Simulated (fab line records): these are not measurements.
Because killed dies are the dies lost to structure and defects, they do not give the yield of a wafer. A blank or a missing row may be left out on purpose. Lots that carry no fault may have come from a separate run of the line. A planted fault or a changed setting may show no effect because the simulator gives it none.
8D (eight disciplines) problem report, filled in by code / flow sky130 / the parts of the form that need people (team, actions taken, sign-off) are left out

== 1. THE PROBLEM ==
Mean of oes-product-au at SKY_METAL3_METAL_ETCH_18: 0.828 a.u. across 6 wafers in 2 lots; on wafers with no fault it is 0.867 a.u. (standard deviation 0.0064). Measured from the usual mean, that is -6.1 standard deviations.
The step: etches the open film in Cl2/BCl3, stops on SiO2, target depth 845 nm, time 183.1 s.
First seen on wafer L385.1, day 42 02:17, on rie-metal-01. The record holds 30 wafers of 10 lots with a number at this step. By rule, "out" or "out of limits" means more than 4 standard deviations away from the usual mean. All remaining wafers that have a number are taken as sound.

== 2. WHAT IT IS; WHAT IT IS NOT ==
question=which readings at this step | is=oes-product-au | is not=chamber-pressure-mTorr, drypump-motor-current-A, he-backside-leak-sccm, mfc-cl2-sccm
question=which lots | is=L385, L386 | is not=L377, L387, L393, L394, L395, L396, L397, L398
question=which wafers of those lots | is=all that have a number | is not=-
question=read on which tools | is=rie-metal-01 | is not=rie-metal-03, rie-metal-04
question=when | is=from day 42 02:17 | is not=up to then (3 sound wafers); but 21 sound wafers of L387, L393, L394, L395, L396, L397, L398 came after

== 3. THE SUSPECTS, EACH WITH WHAT RULES IT OUT ==
Counting: a tool at a process step up to the reading stays a suspect if it ran every lot that is out and no sound lot after the first of them.
- pvd-sputter-02 at SKY_METAL3_SPUTTER_01 (material TiN, target thk 20 nm, time 16.7 s): ruled out as a lasting fault. The sound lots L387, L394, L395, L396, L398 went through it after L385, its earliest lot that is out (day 40 02:09).
- pvd-sputter-02 at SKY_METAL3_SPUTTER_04 (material TiN, target thk 70 nm, time 58.3 s): ruled out as a lasting fault. The sound lots L387, L394, L395, L396, L398 went through it after L385, its earliest lot that is out (day 40 02:14).
- rie-metal-01 at SKY_METAL3_METAL_ETCH_18 (etches the open film in Cl2/BCl3, stops on SiO2, target depth 845 nm, time 183.1 s): ruled out as a lasting fault. The sound lots L387, L397, L398 went through it after L385, its earliest lot that is out (day 42 02:17).
Left after counting: nothing in the record.

== 4. THE CAUSE (what the simulator had put in) ==
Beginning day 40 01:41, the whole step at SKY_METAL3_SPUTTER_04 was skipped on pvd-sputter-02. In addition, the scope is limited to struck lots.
The count ruled it out by mistake, since the rule takes a fault to strike every lot its tool runs from the start of the fault on, and this one did not do so.

== 5. SEQUENCE OF EFFECTS, ordered by route ==
Each row: a reading where the mean over the struck wafers with a number is more than 3 standard deviations away from the usual. Scope: only readings with a usual standard deviation given in the record; hours: median across lots of the time from each lot's start at the first step in this table that gives one to its start at this step; sigmas: change in usual standard deviations.
hours=0; step=SKY_METAL3_METAL_ETCH_18; reading=oes-product-au; usual=0.867 a.u.; on struck wafers=0.828; change=-0.039; sigmas=-6.1
Here are the process steps it includes:
- SKY_METAL3_METAL_ETCH_18: etches the open film in Cl2/BCl3, stops on SiO2, target depth 845 nm, time 183.1 s.
Readings that are blank on the struck wafers while sound wafers have them: cathode-dc-power-W at SKY_METAL3_SPUTTER_04; chamber-pressure-pa at SKY_METAL3_SPUTTER_04; throttle-valve-pct at SKY_METAL3_SPUTTER_04.

== 6. HOW IT WOULD HAVE BEEN CAUGHT EARLIER ==
49 hours passed between the start of the fault at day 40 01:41 and the first reading out of limits in this record, taken at day 42 02:17.
At SKY_METAL3_SPUTTER_04 the tool's readings are blank on the struck wafers, where sound wafers have them: an empty tool record is the first sign, and it was there at once.
